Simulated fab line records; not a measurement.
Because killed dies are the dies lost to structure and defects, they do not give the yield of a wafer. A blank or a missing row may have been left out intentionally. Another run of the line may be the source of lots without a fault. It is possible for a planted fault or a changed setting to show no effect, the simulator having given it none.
A single fault, viewed from 2 desks / flow sky130 / what lay behind the numbers comes last; until then each desk has only its own

FROM THE METROLOGY DESK
What the gauges read, lot by lot, whatever tool the lot ran on: means of the sampled wafers that have a number. Any lot whose mean is over 4 standard deviations away from the usual mean is out of limits and marked OUT; that distance is given in the brackets.
Columns: A = VIA1_HDPCVD_THK at SKY_VIA1_THK_MEAS_01, usual 1032 nm
lot=L599; first seen here=day 32 21:34; A=1045
lot=L600; first seen here=day 33 03:10; A=1023
lot=L601; first seen here=day 33 19:59; A=1029
lot=L602; first seen here=day 33 20:56; A=1011
lot=L603; first seen here=day 34 13:55; A=1024
lot=L604; first seen here=day 35 03:27; A=1047
lot=L614; first seen here=day 38 07:41; A=1013
lot=L616; first seen here=day 38 15:16; A=1041
lot=L617; first seen here=day 39 01:50; A=1023
lot=L619; first seen here=day 39 04:52; A=1032
lot=L620; first seen here=day 39 14:03; A=1013
lot=L621; first seen here=day 40 09:20; A=1029
This desk's finding: nothing out of limits on any of the 12 lots.

THE TOOL OWNER'S DESK: rieDiel-02
The tool's own readings at SKY_POLY_CUT_ETCH_11 (etches Si3N4 in CF4/CH2F2/Ar, stops on poly-Si, time 42.5 s, target depth 60 nm): means of the sampled wafers that have a number, for each lot that ran on this tool. Any lot whose mean is over 4 standard deviations away from the usual mean is out of limits and marked OUT; that distance is given in the brackets.
Columns: A = drypumpMotorCurrentA at SKY_POLY_CUT_ETCH_11, usual 5.70 A; B = oesProductAu at SKY_POLY_CUT_ETCH_11, usual 0.829 a.u.; C = rfFwdPowerW at SKY_POLY_CUT_ETCH_11, usual 607.5 W; D = throttleValvePct at SKY_POLY_CUT_ETCH_11, usual 14.995 %
lot=L599; first seen here=day 24 07:17; A=5.34; B=0.821; C=605.5; D=14.998
lot=L604; first seen here=day 26 15:26; A=5.59; B=0.824; C=604.3; D=14.996
lot=L613; first seen here=day 30 01:11; A=5.76; B=0.745 (-12) OUT; C=607.9; D=14.993
lot=L614; first seen here=day 30 04:16; A=5.59; B=0.741 (-13) OUT; C=606.4; D=14.992
This desk finds L613, L614 out of limits, L613 being first, at day 30 01:11 (oesProductAu at SKY_POLY_CUT_ETCH_11). L599, L604: within limits.

PUT TOGETHER
The tool owner's desk had the chance to raise an alarm at day 30 01:11 on L613, L614.
Metrology desk: nothing out of limits seen.
The metrology desk holds a record of L614, inside its limits.
The metrology desk has no number on record for L613.
On rieDiel-02, each named lot ran SKY_POLY_CUT_ETCH_11.

WHAT THE SIMULATOR HAD PUT IN
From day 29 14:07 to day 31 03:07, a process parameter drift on rieDiel-02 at SKY_POLY_CUT_ETCH_11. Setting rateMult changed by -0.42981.
Shown lots that were struck: L613, L614.
Each desk's first reading out of limits, in hours after the fault started: the tool owner's desk, 11.
